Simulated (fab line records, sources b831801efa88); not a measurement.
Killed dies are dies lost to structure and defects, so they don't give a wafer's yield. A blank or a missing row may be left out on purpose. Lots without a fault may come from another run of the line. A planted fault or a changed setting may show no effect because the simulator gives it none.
Chamber matching | flow gf180mcu | GF_STI_ETCH_14 on rie_si-02: 4 sister chambers
The step etches Si in HBr/Cl2/O2, target depth 360 nm, time 102.9 s. 16 wafers are shown with their chamber, then 8 later ones without.

WAFERS WITH THEIR CHAMBER
wafer  | chamber | drypump_motor_current_A (A) | run_length_s (s) | oes_product_au (a.u.)
L445.1 | 0       | 6.1                         | 131.7            | 0.997
L445.2 | 1       | 5.0                         | 131.2            | 1.010
L445.4 | 2       | 5.9                         | 130.4            | 0.994
L450.1 | 1       | 5.0                         | 130.9            | 1.009
L450.3 | 3       | 5.3                         | 130.9            | 0.995
L450.6 | 1       | 5.0                         | 131.0            | 1.012
L456.1 | 3       | 5.2                         | 131.0            | 1.002
L456.4 | 0       | 6.1                         | 131.6            | 1.009
L456.5 | 0       | 6.1                         | 131.9            | 0.998
L458.3 | 0       | 6.1                         | 131.7            | 1.002
L458.5 | 0       | 6.1                         | 132.3            | 1.000
L458.6 | 3       | 5.3                         | 130.9            | 0.994
L459.1 | 1       | 5.0                         | 131.2            | 1.023
L459.2 | 3       | 5.2                         | 130.8            | 0.999
L459.5 | 2       | 6.0                         | 130.7            | 1.003
L460.1 | 1       | 5.0                         | 130.9            | 1.019

SIGNATURES (means of the wafers above)
reading                 | chamber 0 | chamber 1 | chamber 2 | chamber 3 | scatter within a chamber
drypump_motor_current_A | 6.100     | 5.000     | 5.950     | 5.250     | 0.0354
run_length_s            | 131.840   | 131.040   | 130.550   | 130.900   | 0.198
oes_product_au          | 1.00120   | 1.01460   | 0.99850   | 0.99750   | 0.00518
Rule: a wafer's distance from a chamber is the root of the sum, over the readings, of the square of ((its reading less the chamber's mean) divided by the reading's scatter). The wafer belongs to the nearest chamber; if the next one is less than 2 further off, it can't be placed. The scatter: the root of (the sum of the squares of (reading less its chamber's mean) over the shown wafers, divided by (wafers less chambers)).

WAFERS WITHOUT THEIR CHAMBER
wafer  | drypump_motor_current_A (A) | run_length_s (s) | oes_product_au (a.u.)
L460.3 | 6.0                         | 130.8            | 1.002
L460.6 | 5.0                         | 131.4            | 1.020
L461.1 | 6.1                         | 131.9            | 1.018
L461.2 | 6.0                         | 130.4            | 1.014
L461.4 | 5.0                         | 131.0            | 1.018
L463.1 | 6.1                         | 131.7            | 1.005
L463.3 | 6.0                         | 130.5            | 1.001
L463.6 | 5.2                         | 131.6            | 1.013

WHICH CHAMBER EACH WENT THROUGH
wafer  | from the rows above     | in truth
L460.3 | 2                       | 2
L460.6 | 1                       | 1
L461.1 | 0                       | 0
L461.2 | 2                       | 2
L461.4 | 1                       | 1
L463.1 | 0                       | 0
L463.3 | 2                       | 2
L463.6 | can't be placed: 3 or 1 | 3
Placed correctly: 7 of 8. Can't be placed from these rows: 1 (the true chamber is among the candidates in 1). Placed wrongly: 0.
